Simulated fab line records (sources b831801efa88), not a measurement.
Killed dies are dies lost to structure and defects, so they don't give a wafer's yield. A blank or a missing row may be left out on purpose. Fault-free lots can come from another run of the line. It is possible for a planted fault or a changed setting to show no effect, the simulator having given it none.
fab line records    flow sky130    part 1 of 2: steps 1 to 41 of 42
[record] lots = 5  wafers = 15  last-day = 50
route steps=708 shown GATE_OXIDE@192 POLY_GATE@204 RES_PROTECT@206 PAD_OPEN@708
lots that met no fault: taken from a fault-free run of the same line
start-h: hours from the record's first day to the start of the lot's first wafer shown    wait-h: hours elapsed since this lot's preceding step    " identical to the entry in the row above    L1.1+2: one row covering several wafers at once    - value missing, or start not given    * or withheld: withheld    < > ~ a bound
route shown NAME@n: names a module that has steps shown in the file, with the first one's number in the route    usual: the fault-free wafers' mean and standard deviation    same: alike in all rows    chamber/n: place in a boat    sites: each site's reading    _std_site: the standard deviation of these    _edge_site: outer sites' mean less inner sites'    radius-mm: for every site, how far away it sits from the centre of the wafer    mask NAME#n: copy n    behind: the tool/chamber that last shaped the wafer    hold: cause of the lot's hold/its duration in hours/its outcome    device: transistor that didn't switch, given as n, p or np    end of line: the route-end tests of the same wafers    a step with no rows: only its recipe    killed: at the first sort, the dies lost to defects and structure; wafer yield is something else    map: shows each die of a wafer: x if killed, . if not, _ if none is there
set.NAME: the setting that was run; set.NAME@STEP: the one run at that earlier step    model.NAME: the simulator's own value behind a step, which no gauge read
certain route steps with their lots: each step a table, each wafer a row
services: a tool's chamber out of use, with start hour (start-h, from the record's first day; less than 0 if before it), hours out, and reason
[[steps]]
[step SKY_GATE_OXIDE_COAT_05]
[recipe] resist = NOVOLAK  spin-rpm = 3000  resist-thk-nm = 1140
[step SKY_GATE_OXIDE_SOFTBAKE_06]
[recipe] temp-c = 90  time-s = 60  resist = NOVOLAK
[step SKY_GATE_OXIDE_EXPOSE_07]
[recipe] mask-id = LVOM  na = 0.6  source-shape = conventional  sigma-outer = 0.6  polarization = unpolarized  target-cd-nm = 600  dose-mj = 166.3
[step SKY_GATE_OXIDE_PEB_08]
[recipe] temp-c = withheld  time-s = *  resist = NOVOLAK
[step SKY_GATE_OXIDE_DEVELOP_09]
[recipe] resist = NOVOLAK  developer = TMAH  develop-time-s = 60  dev-temp-c = 23
[step SKY_GATE_OXIDE_OVL_MEAS_10]
[usual] GATE_OXIDE_OVL = 0.2/1.5
lot.wafer  tool        chamber  start-h  wait-h  GATE_OXIDE_OVL[nm]
L345.1     overlay-01  -        319.88   0.1     -1.8
L345.2     "           -        "        "       -2.8
L345.4     "           -        "        "       -0.8
L346.1     overlay-01  -        336.03   0.1     -2.6
L346.4     "           -        "        "       -1.0
L346.6     "           -        "        "       -1.1
L355.3     overlay-01  -        406.69   0.1     2.1
L355.4     "           -        "        "       1.6
L355.6     "           -        "        "       1.6
L365.1     overlay-01  -        496.87   0.1     -0.4
L365.5     "           -        "        "       -0.4
L365.6     "           -        "        "       -1.7
L366.2     overlay-02  -        500.88   0.1     -0.9
L366.5     "           -        "        "       -1.5
L366.6     "           -        "        "       -0.8
[step SKY_GATE_OXIDE_IMPLANT_11]
[recipe] species = B  energy-kev = 10  dose-cm2 = 2.6e+12  tilt-deg = withheld
[step SKY_GATE_OXIDE_WET_ETCH_12]
[recipe] chemistry = dHF  target-depth-nm = 16.8  dry = n2-spin  target = SiO2  dilution = 100:1  temp-c = 25  time-s = 336
[step SKY_GATE_OXIDE_STRIP_13]
[recipe] chemistry = O2/N2  power-w = 1400  pressure-mtorr = 1500  platen-temp-c = withheld  o2-flow-sccm = 3000  n2-flow-sccm = 300  overash-fraction = 0.5
[usual] drypump-motor-current-A = 5.7/0.46  oes-product-au = 0.716/0.0045  strip-time-to-endpoint-s = 14.20/0.046
[same] overash-fraction = 0.5
lot.wafer  tool             chamber  start-h  wait-h  drypump-motor-current-A  oes-product-au  rf-hours-counter-h  strip-time-to-endpoint-s
L345.1     plasma-asher-01  0        320.16   0.0     5.0                      0.716           20                  14.18
L345.2     "                1        "        "       5.6                      0.717           20                  14.17
L345.4     "                0        "        "       5.1                      0.713           -                   14.21
L346.1     plasma-asher-03  0        336.31   0.0     6.3                      0.720           65                  14.17
L346.4     "                0        "        "       6.3                      0.712           -                   14.20
L346.6     "                0        "        "       6.3                      0.721           -                   14.18
L355.3     plasma-asher-03  1        407.10   0.0     5.4                      0.713           -                   14.21
L355.4     "                0        "        "       6.3                      0.712           -                   14.21
L355.6     "                0        "        "       6.2                      0.711           -                   14.26
L365.1     plasma-asher-03  1        497.16   0.0     5.4                      0.712           81                  14.22
L365.5     "                1        "        "       5.4                      0.716           -                   14.20
L365.6     "                0        "        "       6.3                      0.716           -                   14.28
L366.2     plasma-asher-01  1        501.16   0.0     5.6                      0.712           39                  14.23
L366.5     "                1        "        "       5.6                      0.718           -                   14.23
L366.6     "                0        "        "       5.1                      0.718           -                   14.22
[step SKY_GATE_OXIDE_TW_MEAS_14]
[usual] GATE_OXIDE_TW = 224.0/1.4
lot.wafer  tool           chamber  start-h  wait-h  GATE_OXIDE_TW
L345.1     film-metro-01  -        320.26   0.1     225.4
L345.2     "              -        "        "       225.7
L345.4     "              -        "        "       224.4
L346.1     film-metro-02  -        336.41   0.1     225.1
L346.4     "              -        "        "       224.6
L346.6     "              -        "        "       224.7
L355.3     film-metro-03  -        407.19   0.1     222.2
L355.4     "              -        "        "       223.2
L355.6     "              -        "        "       224.0
L365.1     film-metro-03  -        497.26   0.1     221.6
L365.5     "              -        "        "       221.2
L365.6     "              -        "        "       220.4
L366.2     film-metro-02  -        501.27   0.1     223.7
L366.5     "              -        "        "       224.1
L366.6     "              -        "        "       223.5
[step SKY_GATE_OXIDE_CLEAN_15]
[recipe] chemistry = SC1/SC2  mix = 1:4:20  temp-c = 70  time-s = 150  dry = n2-spin
[step SKY_GATE_OXIDE_OXIDATION_16]
[recipe] temp-c = 800  ambient = O2  idle-temp-c = 700  ramp-up-c-per-min = 10  ramp-down-c-per-min = 3  stabilise-s = 600  purge-s = 300  target-thk-a = 35.7  ox-time-s = 1915
[step SKY_POLY_GATE_CVD_00]
[recipe] material = poly-Si  target-thk-nm = 180  temp-c = 620  time-s = 720  pressure-mtorr = 200
[usual] spike-tc-bottom-C = 641.3/1.3  spike-tc-centre-C = 620.3/1  spike-tc-lower-C = 621.5/1  spike-tc-top-C = 638.5/1.7  spike-tc-upper-C = 620.6/0.99  susceptor-temp-C = 619.96/0.25  zone-power-upper-pct = 8.1/0.36
lot.wafer  tool      chamber  start-h  wait-h  spike-tc-bottom-C  spike-tc-centre-C  spike-tc-lower-C  spike-tc-top-C  spike-tc-upper-C  susceptor-temp-C  zone-power-upper-pct  model.poly-Si_of_POLY_GATE_CVD_00.thk-nm
L345.1     lpcvd-01  1        322.64   0.0     641.5              621.5              621.4             636.1           621.7             619.93            7.7                   177
L345.2     "         1        "        "       639.0              619.8              622.2             636.9           619.5             619.86            7.6                   176
L345.4     "         1        "        "       640.9              620.0              620.5             639.0           620.9             619.78            7.7                   176.6
L346.1     lpcvd-01  0        340.40   0.0     641.3              619.4              621.0             642.2           620.3             620.33            8.5                   175.3
L346.4     "         0        "        "       642.5              618.3              618.6             640.4           620.1             620.15            8.4                   175.3
L346.6     "         0        "        "       642.8              620.0              619.9             639.8           621.2             619.83            8.6                   175.4
L355.3     lpcvd-01  0        409.36   0.0     633.5              611.5              612.6             631.4           611.1             619.77            8.3                   145.4
L355.4     "         0        "        "       635.2              611.1              612.5             633.6           614.4             619.52            8.2                   145.9
L355.6     "         0        "        "       634.0              611.3              614.3             629.7           612.5             619.74            8.4                   147.1
L365.1     lpcvd-01  1        498.90   0.0     640.4              619.3              622.4             636.5           622.1             619.83            7.9                   179.5
L365.5     "         1        "        "       641.0              620.4              621.7             638.5           621.4             620.02            7.8                   178.8
L365.6     "         1        "        "       641.3              620.4              621.1             638.1           622.9             619.68            7.7                   178.8
L366.2     lpcvd-01  1        503.88   0.0     639.2              620.2              623.9             639.1           619.8             620.12            7.6                   181.4
L366.5     "         1        "        "       638.4              620.2              621.2             635.9           621.6             620.24            7.9                   180.2
L366.6     "         1        "        "       640.5              621.1              621.1             638.7           620.6             619.76            7.9                   178.7
[step SKY_POLY_GATE_THK_MEAS_01]
[recipe] reads = poly-Si_of_POLY_GATE_CVD_00
[usual] POLY_GATE_CVD_00_THK = 179.7/1.9
lot.wafer  tool           chamber  start-h  wait-h  POLY_GATE_CVD_00_THK[nm]
L345.1     film-metro-04  -        324.44   0.0     177.1
L345.2     "              -        "        "       175.9
L345.4     "              -        "        "       176.6
L346.1     film-metro-01  -        341.60   0.0     175.0
L346.4     "              -        "        "       175.3
L346.6     "              -        "        "       175.4
L355.3     film-metro-03  -        410.58   0.0     145.4
L355.4     "              -        "        "       145.9
L355.6     "              -        "        "       147.0
L365.1     film-metro-04  -        500.10   0.0     179.6
L365.5     "              -        "        "       178.8
L365.6     "              -        "        "       178.8
L366.2     film-metro-03  -        505.09   0.0     181.5
L366.5     "              -        "        "       180.2
L366.6     "              -        "        "       178.6
[step SKY_RES_PROTECT_DEHYDRATE_00]
[recipe] temp-c = 200  time-s = 60
[step SKY_RES_PROTECT_HMDS_01]
[recipe] prime-time-s = 60  prime-temp-c = 120
[step SKY_RES_PROTECT_COAT_02]
[recipe] resist = NOVOLAK  spin-rpm = 3000  resist-thk-nm = 1140
[step SKY_RES_PROTECT_SOFTBAKE_03]
[recipe] temp-c = 90  time-s = 60  resist = NOVOLAK
[step SKY_RES_PROTECT_EXPOSE_04]
[recipe] mask-id = RPM  na = 0.6  source-shape = conventional  sigma-outer = 0.6  polarization = unpolarized  target-cd-nm = 1270  dose-mj = 131
[step SKY_RES_PROTECT_PEB_05]
[recipe] temp-c = withheld  time-s = *  resist = NOVOLAK
[step SKY_RES_PROTECT_DEVELOP_06]
[recipe] resist = NOVOLAK  developer = TMAH  develop-time-s = 60  dev-temp-c = 23
[step SKY_POLY_GATE_IMPLANT_02]
[recipe] species = P  energy-kev = 30  dose-cm2 = 7.7e+15  tilt-deg = 0
[step SKY_RES_PROTECT_STRIP_07]
[recipe] chemistry = O2/N2  power-w = 1400  pressure-mtorr = 1500  platen-temp-c = withheld  o2-flow-sccm = 3000  n2-flow-sccm = 300  overash-fraction = 0.5
[usual] drypump-motor-current-A = 5.9/0.39  oes-product-au = 0.518/0.0047  strip-time-to-endpoint-s = 23.30/0.048
[same] overash-fraction = 0.5
lot.wafer  tool             chamber  start-h  wait-h  drypump-motor-current-A  oes-product-au  rf-hours-counter-h  strip-time-to-endpoint-s
L345.1     plasma-asher-03  1        350.82   0.1     5.4                      0.520           66                  23.24
L345.2     "                0        "        "       6.3                      0.516           66                  23.26
L345.4     "                0        "        "       6.3                      0.516           -                   23.23
L346.1     plasma-asher-02  0        368.18   0.1     6.4                      0.514           53                  23.25
L346.4     "                0        "        "       6.5                      0.519           -                   23.30
L346.6     "                0        "        "       6.5                      0.514           -                   23.29
L355.3     plasma-asher-02  0        441.55   0.1     6.4                      0.518           -                   23.32
L355.4     "                1        "        "       5.7                      0.517           -                   23.30
L355.6     "                1        "        "       5.8                      0.529           -                   23.25
L365.1     plasma-asher-03  0        530.12   0.1     6.3                      0.523           84                  23.30
L365.5     "                1        "        "       5.4                      0.517           -                   23.33
L365.6     "                0        "        "       6.3                      0.521           -                   23.32
L366.2     plasma-asher-03  0        535.73   0.1     6.3                      0.518           85                  23.23
L366.5     "                0        "        "       6.3                      0.525           -                   23.29
L366.6     "                1        "        "       5.4                      0.527           -                   23.31
[step SKY_RES_PROTECT_TW_MEAS_08]
[usual] POLY_GATE_TW = 4028/22
lot.wafer  tool           chamber  start-h  wait-h  POLY_GATE_TW
L345.1     film-metro-03  -        350.92   0.1     4043
L345.2     "              -        "        "       4024
L345.4     "              -        "        "       4049
L346.1     film-metro-04  -        368.28   0.1     4006
L346.4     "              -        "        "       3999
L346.6     "              -        "        "       4000
L355.3     film-metro-04  -        441.64   0.1     4042
L355.4     "              -        "        "       4030
L355.6     "              -        "        "       4046
L365.1     film-metro-04  -        530.22   0.1     4046
L365.5     "              -        "        "       4066
L365.6     "              -        "        "       4046
L366.2     film-metro-04  -        535.84   0.1     4040
L366.5     "              -        "        "       4053
L366.6     "              -        "        "       4069
[step SKY_RES_PROTECT_CLEAN_09]
[recipe] chemistry = SC1/SC2  mix = 1:4:20  temp-c = 70  time-s = 150  dry = n2-spin
[usual] bath-heat-duty-pct = 13.7/1.8  temp-c = 70.00/0.12
lot.wafer  tool          chamber  start-h  wait-h  bath-heat-duty-pct  temp-c  model.poly-Si_of_POLY_GATE_CVD_00.thk-nm
L345.1     wet-bench-03  0        350.98   0.1     14.1                70.27   176.4
L345.2     "             0        "        "       15.4                70.13   175.4
L345.4     "             0        "        "       15.6                70.14   175.9
L346.1     wet-bench-04  0        368.34   0.1     15.7                69.95   174.6
L346.4     "             0        "        "       14.3                69.89   174.7
L346.6     "             0        "        "       15.6                69.82   174.8
L355.3     wet-bench-04  2        441.68   0.0     11.3                69.82   144.8
L355.4     "             2        "        "       12.2                69.96   145.3
L355.6     "             2        "        "       11.4                69.93   146.5
L365.1     wet-bench-04  1        530.28   0.1     13.7                69.84   178.9
L365.5     "             1        "        "       13.5                69.93   178.2
L365.6     "             1        "        "       13.3                69.93   178.2
L366.2     wet-bench-03  0        535.89   0.0     15.9                69.95   180.8
L366.5     "             0        "        "       14.9                69.89   179.6
L366.6     "             0        "        "       15.4                70.08   178.1
[step SKY_POLY_GATE_CVD_03]
[recipe] material = Si3N4  precursor = DCS/NH3  target-thk-nm = 75  temp-c = 770  time-s = 1290  pressure-mtorr = 250
[step SKY_POLY_GATE_THK_MEAS_04]
[recipe] reads = Si3N4_of_POLY_GATE_CVD_03
[usual] POLY_GATE_CVD_03_THK = 75.0/0.7
lot.wafer  tool           chamber  start-h  wait-h  POLY_GATE_CVD_03_THK[nm]
L345.1     film-metro-03  -        352.39   0.0     74.2
L345.2     "              -        "        "       73.6
L345.4     "              -        "        "       73.5
L346.1     film-metro-04  -        371.04   0.0     75.0
L346.4     "              -        "        "       74.9
L346.6     "              -        "        "       75.3
L355.3     film-metro-03  -        443.11   0.0     75.6
L355.4     "              -        "        "       75.6
L355.6     "              -        "        "       76.3
L365.1     film-metro-04  -        533.83   0.0     75.1
L365.5     "              -        "        "       75.4
L365.6     "              -        "        "       75.2
L366.2     film-metro-03  -        537.99   0.0     74.5
L366.5     "              -        "        "       74.5
L366.6     "              -        "        "       74.4
[step SKY_POLY_GATE_DEHYDRATE_05]
[recipe] temp-c = 200  time-s = 60
[step SKY_POLY_GATE_HMDS_06]
[recipe] prime-time-s = 60  prime-temp-c = 120
[step SKY_POLY_GATE_COAT_07]
[recipe] resist = BARC  temp-c = withheld  time-s = withheld  spin-rpm = 3000  resist-thk-nm = 110
[step SKY_POLY_GATE_COAT_08]
[recipe] resist = KrF-thick  spin-rpm = 3000  resist-thk-nm = 450
[step SKY_POLY_GATE_SOFTBAKE_09]
[recipe] temp-c = 100  time-s = 90  resist = KrF-thick
[step SKY_POLY_GATE_EXPOSE_10]
[recipe] mask-id = P1M  na = 0.68  source-shape = conventional  sigma-outer = 0.6  target-cd-nm = 150  dose-mj = 28
[step SKY_POLY_GATE_PEB_11]
[recipe] peb-temp-c = withheld  peb-time-s = withheld  resist = KrF-thick
[step SKY_POLY_GATE_DEVELOP_12]
[recipe] develop-time-s = 60  resist = KrF-thick  dev-temp-c = 21
[step SKY_POLY_GATE_CD_MEAS_13]
[recipe] target-cd-nm = 150
[usual] cd-nm = 150.0/1.3
lot.wafer  tool       chamber  start-h  wait-h  cd-nm
L345.1     cd-sem-02  -        380.42   -       150.0
L345.2     "          -        "        "       149.3
L345.4     "          -        "        "       148.8
L346.1     cd-sem-02  -        399.97   -       150.0
L346.4     "          -        "        "       149.4
L346.6     "          -        "        "       148.6
L355.3     cd-sem-02  -        474.21   -       151.3
L355.4     "          -        "        "       148.6
L355.6     "          -        "        "       149.1
L365.1     cd-sem-01  -        564.53   -       150.8
L365.5     "          -        "        "       149.6
L365.6     "          -        "        "       150.9
L366.2     cd-sem-01  -        568.49   -       151.8
L366.5     "          -        "        "       152.2
L366.6     "          -        "        "       151.2
[step SKY_POLY_GATE_OVL_MEAS_14]
[usual] POLY_GATE_OVL = 2/4.6
lot.wafer  tool        chamber  start-h  wait-h  POLY_GATE_OVL[nm]
L345.1     overlay-01  -        380.54   0.1     5
L345.2     "           -        "        "       1
L345.4     "           -        "        "       0
L346.1     overlay-01  -        400.09   0.1     5
L346.4     "           -        "        "       2
L346.6     "           -        "        "       1
L355.3     overlay-01  -        474.30   0.1     8
L355.4     "           -        "        "       5
L355.6     "           -        "        "       3
L365.1     overlay-01  -        564.65   0.1     4
L365.5     "           -        "        "       5
L365.6     "           -        "        "       3
L366.2     overlay-01  -        568.59   0.1     6
L366.5     "           -        "        "       12
L366.6     "           -        "        "       8
[step SKY_POLY_GATE_ETCH_15]
[recipe] chemistry = N2/H2  target = BARC  ion-energy-ev = 200  source-w = 500  bias-w = 100  pressure-mtorr = 30  n2-flow-sccm = 100  h2-flow-sccm = 200  stop-on = SiO2  time-s = 118.5  target-depth-a = 1100
[usual] drypump-motor-current-A = 5.7/0.41  h2-flow-sccm = 200.0/0.58  oes-product-au = 0.717/0.005  throttle-valve-pct = 13.214/0.0096
lot.wafer  tool         chamber  start-h  wait-h  drypump-motor-current-A  h2-flow-sccm  oes-product-au  rf-hours-counter-h  throttle-valve-pct
L345.1     rie-diel-03  2        380.57   0.0     4.7                      199.5         0.708           8                   13.207
L345.2     "            0        "        "       6.3                      201.1         0.724           1                   13.217
L345.4     "            1        "        "       5.4                      200.5         0.714           112                 13.198
L346.1     rie-diel-03  3        400.12   0.0     5.4                      200.0         0.716           28                  13.207
L346.4     "            2        "        "       4.7                      200.4         0.713           -                   13.227
L346.6     "            3        "        "       5.4                      199.9         0.716           -                   13.225
L355.3     rie-diel-04  2        474.32   0.0     5.0                      200.7         0.714           13                  13.213
L355.4     "            0        "        "       6.1                      199.7         0.709           7                   13.205
L355.6     "            1        "        "       5.6                      199.7         0.711           -                   13.208
L365.1     rie-diel-04  1        564.69   0.0     5.6                      199.7         0.719           6                   13.222
L365.5     "            2        "        "       5.0                      200.0         0.716           -                   13.207
L365.6     "            3        "        "       6.1                      200.4         0.718           -                   13.209
L366.2     rie-diel-04  0        568.62   0.0     6.1                      200.7         0.715           9                   13.218
L366.5     "            1        "        "       5.5                      199.6         0.715           -                   13.220
L366.6     "            0        "        "       6.1                      200.3         0.706           -                   13.225
[step SKY_POLY_GATE_ETCH_16]
[recipe] stop-on = poly-Si  chemistry = CH3F/O2  target = Si3N4  source-w = 400  bias-w = 77.86  pressure-mtorr = 25  ch3f-flow-sccm = 40  O2_flow_sccm = 30  time-s = 147.5  target-depth-a = 750
[usual] drypump-motor-current-A = 5.6/0.41  oes-product-au = 0.641/0.0051  throttle-valve-pct = 10.533/0.0096
lot.wafer  tool         chamber  start-h  wait-h  drypump-motor-current-A  oes-product-au  rf-hours-counter-h  throttle-valve-pct
L345.1     rie-diel-03  2        380.66   0.0     4.7                      0.638           8                   10.530
L345.2     "            0        "        "       6.2                      0.640           1                   10.539
L345.4     "            1        "        "       5.4                      0.639           112                 10.511
L346.1     rie-diel-03  3        400.21   0.0     5.4                      0.638           28                  10.541
L346.4     "            2        "        "       4.6                      0.645           -                   10.522
L346.6     "            3        "        "       5.4                      0.646           -                   10.540
L355.3     rie-diel-04  2        474.40   0.0     5.0                      0.648           13                  10.531
L355.4     "            0        "        "       6.1                      0.642           7                   10.544
L355.6     "            1        "        "       5.6                      0.649           -                   10.536
L365.1     rie-diel-04  1        564.77   0.0     5.6                      0.638           6                   10.538
L365.5     "            2        "        "       5.0                      0.647           -                   10.532
L365.6     "            3        "        "       6.1                      0.630           -                   10.530
L366.2     rie-diel-04  0        568.70   0.0     6.1                      0.644           9                   10.529
L366.5     "            1        "        "       5.5                      0.644           -                   10.539
L366.6     "            0        "        "       6.1                      0.644           -                   10.538
[step SKY_POLY_GATE_ETCH_17]
[recipe] target-depth-nm = 180  stop-on = SiO2  over-etch-frac = 0.56667  chemistry = HBr/Cl2  target = poly-Si  icp-w = 400  bias-w = 100  pressure-mtorr = 10  HBr_flow_sccm = 150  Cl2_flow_sccm = 50  time-s = 70.5
[usual] drypump-motor-current-A = 5.9/0.46  oes-product-au = 0.982/0.008  throttle-valve-pct = 33.684/0.0086
lot.wafer  tool       chamber  start-h  wait-h  drypump-motor-current-A  oes-product-au  rf-hours-counter-h  throttle-valve-pct  model.etch.depth-nm  model.POLY_GATE.feature-depth-nm
L345.1     rie-si-02  2        380.75   0.0     6.6                      0.975           6                   33.683              174.2                174.2
L345.2     "          3        "        "       5.7                      0.967           4                   33.696              175.4                175.4
L345.4     "          0        "        "       5.4                      0.976           2                   33.700              175.9                175.9
L346.1     rie-si-01  1        400.30   0.0     5.6                      0.966           1                   33.686              174.6                174.6
L346.4     "          3        "        "       6.1                      0.974           -                   33.702              174.7                174.7
L346.6     "          1        "        "       5.7                      0.971           -                   33.680              174.8                174.8
L355.3     rie-si-01  2        474.50   0.0     5.6                      0.863           52                  33.678              144.8                144.8
L355.4     "          0        "        "       5.4                      0.854           1                   33.681              145.3                145.3
L355.6     "          3        "        "       6.2                      0.862           -                   33.687              146.5                146.5
L365.1     rie-si-01  1        564.87   0.0     5.6                      0.987           2                   33.677              178.9                178.9
L365.5     "          0        "        "       5.4                      0.980           -                   33.675              178.2                178.2
L365.6     "          3        "        "       6.1                      0.988           -                   33.683              178.2                178.2
L366.2     rie-si-02  1        568.80   0.0     6.6                      0.987           0                   33.693              179                  179
L366.5     "          1        "        "       6.6                      0.988           -                   33.685              179                  179
L366.6     "          2        "        "       6.5                      0.977           -                   33.685              178.1                178.1
[step SKY_POLY_GATE_STRIP_18]
[recipe] chemistry = O2/N2  power-w = 1400  pressure-mtorr = 1500  platen-temp-c = withheld  o2-flow-sccm = 3000  n2-flow-sccm = 300  overash-fraction = 0.5
[usual] drypump-motor-current-A = 5.6/0.38  oes-product-au = 0.362/0.0044  strip-time-to-endpoint-s = 3.19/0.031
[same] overash-fraction = 0.5
lot.wafer  tool             chamber  start-h  wait-h  drypump-motor-current-A  oes-product-au  rf-hours-counter-h  strip-time-to-endpoint-s
L345.1     plasma-asher-01  1        380.81   0.0     5.7                      0.362           26                  3.23
L345.2     "                0        "        "       5.1                      0.359           26                  3.20
L345.4     "                0        "        "       5.0                      0.358           -                   3.18
L346.1     plasma-asher-01  0        400.36   0.0     5.1                      0.356           28                  3.20
L346.4     "                0        "        "       5.1                      0.366           -                   3.24
L346.6     "                0        "        "       5.1                      0.362           -                   3.20
L355.3     plasma-asher-04  0        474.59   0.1     5.5                      0.360           -                   3.20
L355.4     "                1        "        "       5.8                      0.366           -                   3.18
L355.6     "                1        "        "       5.7                      0.357           -                   3.17
L365.1     plasma-asher-03  1        564.93   0.0     5.4                      0.358           88                  3.20
L365.5     "                1        "        "       5.4                      0.365           -                   3.21
L365.6     "                0        "        "       6.3                      0.366           -                   3.18
L366.2     plasma-asher-04  0        568.86   0.0     5.4                      0.365           14                  3.25
L366.5     "                1        "        "       5.8                      0.359           -                   3.19
L366.6     "                0        "        "       5.4                      0.365           -                   3.23
[[key]]
[first-sign] step = SKY_POLY_GATE_CVD_00  reading = spike-tc-centre-C  direction = down  sigmas = 8.9  usual = 620.3  struck = 611.3
[effect] step = SKY_POLY_GATE_CVD_00  reading = spike-tc-lower-C  direction = down  sigmas = 8.2  usual = 621.5  struck = 613.1
[effect] step = SKY_POLY_GATE_THK_MEAS_01  reading = POLY_GATE_CVD_00_THK  direction = down  sigmas = 18  usual = 179.7  struck = 146.1
[effect] step = SKY_POLY_GATE_ETCH_17  reading = oes-product-au  direction = down  sigmas = 15  usual = 0.982  struck = 0.859
[model-effect] step = SKY_POLY_GATE_CVD_00  value = poly-Si_of_POLY_GATE_CVD_00.thk-nm  without = 179.3  struck = 146.1
[model-effect] step = SKY_RES_PROTECT_CLEAN_09  value = poly-Si_of_POLY_GATE_CVD_00.thk-nm  without = 178.7  struck = 145.5
[model-effect] step = SKY_POLY_GATE_ETCH_17  value = etch.depth-nm  without = 177.5  struck = 145.5
[model-effect] step = SKY_PAD_OPEN_PROBE_99  value = etest.res-high-po.line-ohm-um  without = 754.9  struck = 909.4
met-at SKY_POLY_GATE_CVD_00
struck-wafers L355.3,L355.4,L355.6
tester-left-out L355
onset-between 340.40 409.36
[fault] kind = process-parameter-drift  tool = lpcvd-01  chamber = 0  onset-h = 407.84  steps = SKY_POLY_GATE_CVD_00  channel = temp-c  offset = *  shape = step  end-h = 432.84  stated = *
// tester-left-out: of these lots the tester's yield and bins aren't shown, on N5 and GAA mostly nor the transistor test; their killed dies are dies lost to structure and defects alone, not to doping, threshold or leakage, so they don't give the yield
